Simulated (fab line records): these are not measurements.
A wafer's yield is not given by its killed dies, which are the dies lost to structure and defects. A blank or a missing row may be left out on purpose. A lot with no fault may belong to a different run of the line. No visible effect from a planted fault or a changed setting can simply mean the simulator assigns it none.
The tool behind it: which one? / flow sky130 / 12 lots, 36 wafers sampled, at 4 steps of a route of 708

WHAT THE GAUGES SHOWED, per wafer
SKY_VIA3_OVL_MEAS_13.
lot=L906; measured=day 39 06:54; on=overlay-01; VIA3_OVL (nm)=5 3 -5
lot=L907; measured=day 39 15:49; on=overlay-01; VIA3_OVL (nm)=0 -6 4
lot=L908; measured=day 40 04:30; on=overlay-01; VIA3_OVL (nm)=-4 -7 -1
lot=L909; measured=day 40 05:08; on=overlay-01; VIA3_OVL (nm)=4 -1 4
lot=L910; measured=day 40 12:06; on=overlay-01; VIA3_OVL (nm)=-9 -12 -10
lot=L911; measured=day 40 23:05; on=overlay-02; VIA3_OVL (nm)=-1 1 -2
lot=L913; measured=day 41 09:05; on=overlay-02; VIA3_OVL (nm)=-8 -3 -1
lot=L921; measured=day 44 22:44; on=overlay-01; VIA3_OVL (nm)=-6 0 -9
lot=L925; measured=day 45 06:25; on=overlay-02; VIA3_OVL (nm)=-7 -6 -2
lot=L926; measured=day 45 08:23; on=overlay-02; VIA3_OVL (nm)=1 -8 -11
lot=L928; measured=day 45 12:38; on=overlay-02; VIA3_OVL (nm)=2 -4 1
lot=L929; measured=day 45 18:26; on=overlay-02; VIA3_OVL (nm)=-12 -3 -8

SKY_METAL4_CD_MEAS_13: target cd 300 nm.
lot=L906; measured=day 41 09:19; on=cdSem-01; cdNm (nm)=299.7 298.3 298.0
lot=L907; measured=day 41 16:37; on=cdSem-01; cdNm (nm)=298.9 299.9 298.6
lot=L908; measured=day 42 05:15; on=cdSem-02; cdNm (nm)=300.6 301.8 300.5
lot=L909; measured=day 42 05:38; on=cdSem-02; cdNm (nm)=300.6 300.6 300.2
lot=L910; measured=day 42 14:24; on=cdSem-01; cdNm (nm)=300.4 300.4 300.2
lot=L911; measured=day 42 23:05; on=cdSem-01; cdNm (nm)=297.2 299.3 298.9
lot=L913; measured=day 43 10:19; on=cdSem-02; cdNm (nm)=299.0 298.1 298.5
lot=L921; measured=day 46 18:46; on=cdSem-01; cdNm (nm)=301.0 302.8 302.0
lot=L925; measured=day 47 00:46; on=cdSem-01; cdNm (nm)=298.4 299.3 297.6
lot=L926; measured=day 47 03:16; on=cdSem-01; cdNm (nm)=297.7 298.5 297.3
lot=L928; measured=day 47 07:52; on=cdSem-02; cdNm (nm)=302.9 302.6 303.0
lot=L929; measured=day 47 13:26; on=cdSem-02; cdNm (nm)=298.5 299.4 297.8

SKY_VIA4_OVL_MEAS_11.
lot=L906; measured=day 42 10:22; on=overlay-02; VIA4_OVL (nm)=2.3 1.5 2.2
lot=L907; measured=day 42 16:22; on=overlay-01; VIA4_OVL (nm)=-0.1 -0.2 1.6
lot=L908; measured=day 43 05:22; on=overlay-01; VIA4_OVL (nm)=0.2 1.3 -0.5
lot=L909; measured=day 43 05:52; on=overlay-01; VIA4_OVL (nm)=-2.6 -2.1 -2.2
lot=L910; measured=day 43 14:32; on=overlay-02; VIA4_OVL (nm)=2.0 0.7 -1.3
lot=L911; measured=day 43 22:28; on=overlay-02; VIA4_OVL (nm)=4.5 1.8 2.2
lot=L913; measured=day 44 09:55; on=overlay-01; VIA4_OVL (nm)=0.8 1.9 1.4
lot=L921; measured=day 47 15:31; on=overlay-02; VIA4_OVL (nm)=-0.2 -1.4 0.5
lot=L925; measured=day 47 20:49; on=overlay-01; VIA4_OVL (nm)=-0.9 0.2 -0.6
lot=L926; measured=day 47 23:40; on=overlay-02; VIA4_OVL (nm)=0.6 -1.3 0.9
lot=L928; measured=day 48 04:10; on=overlay-02; VIA4_OVL (nm)=-2.9 -0.2 1.7
lot=L929; measured=day 48 08:58; on=overlay-02; VIA4_OVL (nm)=-0.8 -1.6 -0.5

TOOL THAT RAN EACH LOT (tool first, then ch and the chambers of the sampled wafers, then the start)
lot=L906; SKY_METAL4_ETCH_16=rieMetal-02 ch 0,1, day 41 09:30
lot=L907; SKY_METAL4_ETCH_16=rieMetal-04 ch 0,1, day 41 16:48
lot=L908; SKY_METAL4_ETCH_16=rieMetal-04 ch 0,1, day 42 05:26
lot=L909; SKY_METAL4_ETCH_16=rieMetal-04 ch 0,1, day 42 05:48
lot=L910; SKY_METAL4_ETCH_16=rieMetal-02 ch 0, day 42 14:39
lot=L911; SKY_METAL4_ETCH_16=rieMetal-04 ch 0,1, day 42 23:15
lot=L913; SKY_METAL4_ETCH_16=rieMetal-04 ch 0,1, day 43 10:29
lot=L921; SKY_METAL4_ETCH_16=rieMetal-04 ch 1, day 46 18:56
lot=L925; SKY_METAL4_ETCH_16=rieMetal-04 ch 0,1, day 47 00:57
lot=L926; SKY_METAL4_ETCH_16=rieMetal-03 ch 0,1, day 47 03:26
lot=L928; SKY_METAL4_ETCH_16=rieMetal-02 ch 0,1, day 47 08:02
lot=L929; SKY_METAL4_ETCH_16=rieMetal-02 ch 0,1, day 47 13:37
- SKY_METAL4_ETCH_16: etches BARC in N2/H2, stops on SiO2, time 88.2 s, target depth 60 nm.

AS READ BY THE TOOLS THEMSELVES (means over the sampled wafers that have a number; for cases with no such wafer, the mark the record gives instead)
SKY_METAL4_ETCH_16.
lot=L906; tool=rieMetal-02; drypumpMotorCurrentA (A)=5.65; h2FlowSccm (sccm)=200.5; n2FlowSccm (sccm)=100.3; oesProductAu (a.u.)=0.627; runLengthS (s)=116.4; throttleValvePct (%)=13.205
lot=L907; tool=rieMetal-04; drypumpMotorCurrentA (A)=5.78; h2FlowSccm (sccm)=198.9; n2FlowSccm (sccm)=100.1; oesProductAu (a.u.)=0.627; runLengthS (s)=115.7; throttleValvePct (%)=13.205
lot=L908; tool=rieMetal-04; drypumpMotorCurrentA (A)=5.78; h2FlowSccm (sccm)=200.0; n2FlowSccm (sccm)=100.2; oesProductAu (a.u.)=0.621; runLengthS (s)=116.0; throttleValvePct (%)=13.210
lot=L909; tool=rieMetal-04; drypumpMotorCurrentA (A)=5.80; h2FlowSccm (sccm)=200.1; n2FlowSccm (sccm)=99.9; oesProductAu (a.u.)=0.643; runLengthS (s)=112.0; throttleValvePct (%)=13.206
lot=L910; tool=rieMetal-02; drypumpMotorCurrentA (A)=5.52; h2FlowSccm (sccm)=199.7; n2FlowSccm (sccm)=99.5; oesProductAu (a.u.)=0.627; runLengthS (s)=116.2; throttleValvePct (%)=13.202
lot=L911; tool=rieMetal-04; drypumpMotorCurrentA (A)=5.92; h2FlowSccm (sccm)=200.1; n2FlowSccm (sccm)=100.0; oesProductAu (a.u.)=0.647; runLengthS (s)=112.0; throttleValvePct (%)=13.208
lot=L913; tool=rieMetal-04; drypumpMotorCurrentA (A)=5.79; h2FlowSccm (sccm)=199.7; n2FlowSccm (sccm)=99.8; oesProductAu (a.u.)=0.649; runLengthS (s)=112.1; throttleValvePct (%)=13.199
lot=L921; tool=rieMetal-04; drypumpMotorCurrentA (A)=6.02; h2FlowSccm (sccm)=199.9; n2FlowSccm (sccm)=100.0; oesProductAu (a.u.)=0.626; runLengthS (s)=115.7; throttleValvePct (%)=13.210
lot=L925; tool=rieMetal-04; drypumpMotorCurrentA (A)=5.91; h2FlowSccm (sccm)=200.4; n2FlowSccm (sccm)=100.1; oesProductAu (a.u.)=0.624; runLengthS (s)=116.0; throttleValvePct (%)=13.202
lot=L926; tool=rieMetal-03; drypumpMotorCurrentA (A)=6.04; h2FlowSccm (sccm)=200.1; n2FlowSccm (sccm)=100.0; oesProductAu (a.u.)=0.624; runLengthS (s)=116.3; throttleValvePct (%)=13.212
lot=L928; tool=rieMetal-02; drypumpMotorCurrentA (A)=5.59; h2FlowSccm (sccm)=200.0; n2FlowSccm (sccm)=100.0; oesProductAu (a.u.)=0.625; runLengthS (s)=116.1; throttleValvePct (%)=13.202
lot=L929; tool=rieMetal-02; drypumpMotorCurrentA (A)=5.59; h2FlowSccm (sccm)=199.7; n2FlowSccm (sccm)=100.2; oesProductAu (a.u.)=0.626; runLengthS (s)=116.3; throttleValvePct (%)=13.205

THE ANSWER, worked out from the rows above alone
Rule: the usual values come from the lots themselves. Put in order of their means at a reading, lots are off if they are a third of the lots or fewer, leave a main group of 4 or more, and stand apart from it by a gap of 3 or more times the standard deviation of the main group's means; of several such gaps the widest counts. If all means in a main group match to the digits the tables above print for the reading, that group is not used. A lot without any number at a reading at which 4 lots or more have one is off too. Any other lot the step has rows for is counted as sound. Order of review: gauges by route order, followed by the tools' own readings, for which a lot's mean as printed above is used. At the first step where some lot is off, the reading lying furthest off is the one used; lots without a number count as furthest.
Off: L909, L911, L913 (SKY_METAL4_ETCH_16, runLengthS). The main group has a mean of 116.1 s with a standard deviation of 0.24.
A tool fits if, at that step or a process step before it, it ran every lot that is off, and no sound lot after the first of them. None of those tried fits.

WHAT WAS PUT IN BY THE SIMULATOR
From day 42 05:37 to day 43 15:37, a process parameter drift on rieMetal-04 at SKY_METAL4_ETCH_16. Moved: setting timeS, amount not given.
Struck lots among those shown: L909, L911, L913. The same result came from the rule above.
